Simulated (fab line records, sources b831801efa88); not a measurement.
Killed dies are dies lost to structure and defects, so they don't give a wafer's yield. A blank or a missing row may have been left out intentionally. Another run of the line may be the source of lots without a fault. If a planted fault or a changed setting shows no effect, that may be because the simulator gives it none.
A single fault, viewed from 2 desks | flow sky130 | what lay behind the numbers comes last; until then each desk has only its own

DESK OF THE TOOL OWNER: litho_track-02
The tool's own readings at SKY_VT_ADJUST_HVTR_DEVELOP_06 (develop time 60 s): means of the sampled wafers that have a number, for each lot that ran on this tool. Any lot whose mean is over 4 standard deviations away from the usual mean is out of limits and marked OUT; that distance is given in the brackets.
Columns: A = exhaust_pa at SKY_VT_ADJUST_HVTR_DEVELOP_06, usual 44.9 Pa; B = resist_line_temp_C at SKY_VT_ADJUST_HVTR_DEVELOP_06, usual 23.01 C
lot  | first seen here | A    | B
L983 | day 9 08:12     | 45.8 | 23.03
L984 | day 9 19:00     | 45.0 | 22.96
L988 | day 11 02:56    | 44.7 | 22.93
L987 | day 11 04:39    | 46.4 | 23.16
L990 | day 12 01:42    | 45.1 | 23.02
L994 | day 13 10:06    | 44.0 | 23.03
L996 | day 13 15:09    | 44.6 | 23.10
Finding of this desk: none of the 7 lots has anything out of limits.

FROM THE METROLOGY DESK
What the gauges read, lot by lot, whatever tool the lot ran on: means of the sampled wafers that have a number. Any lot whose mean is over 4 standard deviations away from the usual mean is out of limits and marked OUT; that distance is given in the brackets.
Columns: A = VT_ADJUST_LVTN_01_OVL at SKY_VT_ADJUST_LVTN_OVL_MEAS_18, usual 0.3 nm; B = VT_ADJUST_LVTN_2_TW at SKY_VT_ADJUST_LVTN_TW_MEAS_21, usual 187.5; C = cd_nm at SKY_VT_ADJUST_HVTR_CD_MEAS_07, usual 379.4 nm
lot  | first seen here | A    | B     | C
L983 | day 7 14:16     | -2.0 | 186.5 | 378.4
L984 | day 8 00:00     | 0.3  | 187.0 | 378.6
L985 | day 8 03:54     | 1.0  | 187.2 | 378.1
L988 | day 9 05:16     | -0.6 | 186.9 | 381.6
L987 | day 9 06:30     | 0.0  | 187.6 | 380.5
L989 | day 10 01:04    | 1.7  | 187.4 | 377.4
L990 | day 10 01:22    | -0.9 | 187.2 | 377.3
L994 | day 11 08:10    | -0.2 | 189.4 | 383.3
L996 | day 11 12:37    | 0.1  | 187.4 | 383.9
L103 | day 13 10:34    | -0.4 | 187.1 | 380.2
L104 | day 13 17:25    | 0.6  | 187.7 | 382.4
L105 | day 14 01:15    | -0.3 | 187.4 | 377.7
L106 | day 14 10:34    | -0.7 | 189.7 | 382.4
Finding of this desk: none of the 13 lots has anything out of limits.

PUT TOGETHER
The tool owner's desk saw nothing out of limits.
Nothing out of limits was seen by the metrology desk.

WHAT HAD BEEN PUT IN BY THE SIMULATOR
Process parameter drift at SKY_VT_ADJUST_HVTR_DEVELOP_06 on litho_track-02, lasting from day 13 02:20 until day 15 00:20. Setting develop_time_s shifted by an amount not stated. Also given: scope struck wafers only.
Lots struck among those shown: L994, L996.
